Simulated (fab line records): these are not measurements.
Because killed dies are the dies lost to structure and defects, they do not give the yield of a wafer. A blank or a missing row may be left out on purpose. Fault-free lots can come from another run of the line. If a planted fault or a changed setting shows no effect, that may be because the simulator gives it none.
Chamber matching | flow sfq_line | SFQ_TRILAYER_I3_CMP_CMP_082 on cmp-02 has 4 sister chambers
The step polishes SiO2. 24 wafers are shown with their chamber, then 12 later ones without.

== WAFERS, EACH WITH ITS CHAMBER ==
wafer  | chamber | motor_current_A (A) | time_to_endpoint_s (s) | slurry_flow_ml_min
L678.1 | 3       | 10.2                | 200                    | 149.9
L678.4 | 2       | 8.3                 | 211                    | 149.9
L678.6 | 3       | 9.2                 | 203                    | 150.1
L680.2 | 1       | 10.1                | 216                    | 149.6
L680.3 | 0       | 8.9                 | 220                    | 150.1
L680.6 | 0       | 9.1                 | 230                    | 149.9
L681.3 | 0       | 8.0                 | 218                    | 149.9
L681.5 | 2       | 8.4                 | 224                    | 149.6
L681.6 | 3       | 9.5                 | 211                    | 149.9
L682.2 | 0       | 8.8                 | 207                    | 150.0
L682.1 | 2       | 8.4                 | 215                    | 151.4
L682.5 | 1       | 10.4                | 213                    | 150.2
L683.1 | 1       | 10.0                | 219                    | 149.7
L683.2 | 3       | 10.0                | 202                    | 149.7
L683.6 | 2       | 8.0                 | 219                    | 149.2
L685.4 | 0       | 8.9                 | 206                    | 150.7
L685.1 | 2       | 8.7                 | 203                    | 149.9
L685.5 | 0       | 9.0                 | 213                    | 149.7
L686.2 | 2       | 8.3                 | 220                    | 149.0
L686.5 | 0       | 8.2                 | 230                    | 151.0
L686.6 | 3       | 9.7                 | 218                    | 150.5
L696.1 | 2       | 8.4                 | 208                    | 150.3
L696.5 | 0       | 9.2                 | 223                    | 149.8
L696.6 | 3       | 9.3                 | 203                    | 150.1

SIGNATURES, as means of the wafers listed above
reading            | chamber 0 | chamber 1 | chamber 2 | chamber 3 | scatter within a chamber
motor_current_A    | 8.762     | 10.167    | 8.357     | 9.650     | 0.348
time_to_endpoint_s | 218.38    | 216.00    | 214.29    | 206.17    | 7.71
slurry_flow_ml_min | 150.137   | 149.833   | 149.900   | 150.033   | 0.542
Rule: a wafer's distance from a chamber is the root of the sum, over the readings, of the square of ((its reading less the chamber's mean) divided by the reading's scatter). The wafer belongs to the nearest chamber; if the next one is less than 2 further off, it can't be placed. How the scatter is found: for the shown wafers, subtract from each reading the mean of its chamber, square and add these, divide the total by (wafers less chambers), then take the root.

== WAFERS WITHOUT THEIR CHAMBER ==
wafer  | motor_current_A (A) | time_to_endpoint_s (s) | slurry_flow_ml_min
L698.1 | 8.5                 | 206                    | 150.4
L698.3 | 10.1                | 195                    | 149.8
L698.5 | 7.9                 | 215                    | 150.4
L699.3 | 9.0                 | 213                    | 150.1
L699.4 | 9.6                 | 207                    | 149.3
L699.5 | 9.6                 | 209                    | 149.7
L700.2 | 8.8                 | 215                    | 150.4
L700.4 | 9.1                 | 213                    | 150.0
L700.6 | 8.4                 | 220                    | 150.1
L701.1 | 8.4                 | 211                    | 149.1
L701.3 | 9.9                 | 223                    | 150.1
L701.5 | 8.3                 | 218                    | 149.9

== CHAMBER TAKEN BY EACH ==
wafer  | from the rows above               | in truth
L698.1 | can't be placed: 2 or 0 or 3      | 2
L698.3 | can't be placed: 3 or 1           | 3
L698.5 | can't be placed: 2 or 0           | 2
L699.3 | can't be placed: 0 or 2 or 3      | 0
L699.4 | can't be placed: 3 or 1 or 0      | 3
L699.5 | can't be placed: 3 or 1           | 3
L700.2 | can't be placed: 0 or 2           | 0
L700.4 | can't be placed: 0 or 3 or 2 or 1 | 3
L700.6 | can't be placed: 2 or 0           | 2
L701.1 | can't be placed: 2 or 0           | 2
L701.3 | can't be placed: 1 or 3           | 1
L701.5 | can't be placed: 2 or 0           | 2
Correct placement for 0 of the 12. Unplaceable from these rows: 12, with the true chamber sitting among the candidates in 12. Placed wrongly: 0.
